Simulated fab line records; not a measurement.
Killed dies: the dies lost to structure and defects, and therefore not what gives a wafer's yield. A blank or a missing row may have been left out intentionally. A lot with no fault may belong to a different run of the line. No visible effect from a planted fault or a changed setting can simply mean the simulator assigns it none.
The tool behind it: which one? ; flow gf180mcu ; Sampling: 13 lots, 39 wafers, 3 of 602 route steps

== WHAT THE GAUGES READ, wafer by wafer ==
GF_V5_THK_MEAS_01. Usual: for V5_CVD_00_THK the level is 300 nm and the standard deviation is 3.1.
lot;measured;on;V5_CVD_00_THK (nm);flag
L429;day 26 18:34;film_metro-02;303 297 298;
L430;day 26 22:45;film_metro-03;297 300 301;
L431;day 27 03:04;film_metro-03;296 302 302;
L432;day 27 15:12;film_metro-02;301 299 301;
L433;day 27 22:25;film_metro-02;301 307 303;
L434;day 28 03:47;film_metro-03;302 300 300;
L435;day 28 18:23;film_metro-02;299 298 300;
L440;day 30 09:04;film_metro-02;300 302 303;
L441;day 30 10:20;film_metro-04;298 298 297;
L445;day 31 14:35;film_metro-04;296 296 295;
L448;day 32 03:13;film_metro-03;293 299 297;
L450;day 32 19:27;film_metro-02;299 302 299;
L451;day 32 22:16;film_metro-02;296 294 297;

GF_TOP_METAL_THK_MEAS_06: measures by xrf. Usual: for TOP_METAL_ALCU_THK the level is 912 nm and the standard deviation is 11.
lot;measured;on;TOP_METAL_ALCU_THK (nm);flag
L429;day 27 17:48;film_metro-04;924 911 902;
L430;day 27 21:53;film_metro-01;900 909 894;
L431;day 28 01:22;film_metro-02;909 907 908;
L432;day 28 13:25;film_metro-01;905 911 919;
L433;day 28 20:13;film_metro-04;895 896 902;
L434;day 29 02:18;film_metro-01;932 918 922;
L435;day 29 16:52;film_metro-02;911 931 923;
L440;day 31 05:06;film_metro-01;904 906 903;
L441;day 31 07:10;film_metro-01;911 907 913;
L445;day 32 09:48;film_metro-02;913 922 917;
L448;day 32 21:42;film_metro-01;933 916 925;
L450;day 33 13:43;film_metro-01;914 911 922;
L451;day 33 16:49;film_metro-02;906 907 910;

== TOOL THAT RAN EACH LOT (tool first, then ch and the chambers of the sampled wafers, then the start) ==
lot;GF_MIM_CVD_05
L429;pecvd-02 ch 0,1, day 25 00:07
L430;pecvd-01 ch 0,2, day 25 03:49
L431;pecvd-02 ch 0,1,2, day 25 08:02
L432;pecvd-04 ch 0,2, day 25 21:01
L433;pecvd-02 ch 0,1, day 26 03:05
L434;pecvd-02 ch 0,1, day 26 09:04
L435;pecvd-02 ch 1,2, day 27 01:58
L440;pecvd-02 ch 0,1,2, day 28 18:32
L441;pecvd-02 ch 0,1, day 28 19:26
L445;pecvd-01 ch 1,2, day 30 00:53
L448;pecvd-04 ch 0,1, day 30 14:20
L450;pecvd-02 ch 0,1,2, day 31 08:14
L451;pecvd-01 ch 0,1,2, day 31 11:24
- GF_MIM_CVD_05: deposits Si3N4, target thk 42 nm, time 27.96 s.

== WHAT THE TOOLS THEMSELVES READ (means of the sampled wafers that have a number; where no wafer has one, the mark that the record gives instead) ==
GF_MIM_CVD_05. Usual: heater_power_w at 683 W, with a standard deviation of 75.
lot;tool;heater_power_w (W);flag
L429;pecvd-02;694;
L430;pecvd-01;760;
L431;pecvd-02;651;
L432;pecvd-04;622;
L433;pecvd-02;645;
L434;pecvd-02;636;
L435;pecvd-02;681;
L440;pecvd-02;702;
L441;pecvd-02;672;
L445;pecvd-01;762;
L448;pecvd-04;607;
L450;pecvd-02;690;
L451;pecvd-01;765;

== THE ANSWER, worked out from the rows above alone ==
Rule: lot off if the mean of its wafers having a number is beyond 3 standard deviations from the usual mean. Also off: a lot with no number at a reading for which 4 or more lots have one. Where the step has rows for the other lots, those lots are counted as sound. Order of review: gauges by route order, followed by the tools' own readings, for which a lot's mean as printed above is used. The first step at which some lot is off is used, and at that step the reading that is off furthest; a lot without a number counts as furthest.
Nothing can be told from this: no lot is off at any reading shown.

== WHAT THE SIMULATOR HAD PUT IN ==
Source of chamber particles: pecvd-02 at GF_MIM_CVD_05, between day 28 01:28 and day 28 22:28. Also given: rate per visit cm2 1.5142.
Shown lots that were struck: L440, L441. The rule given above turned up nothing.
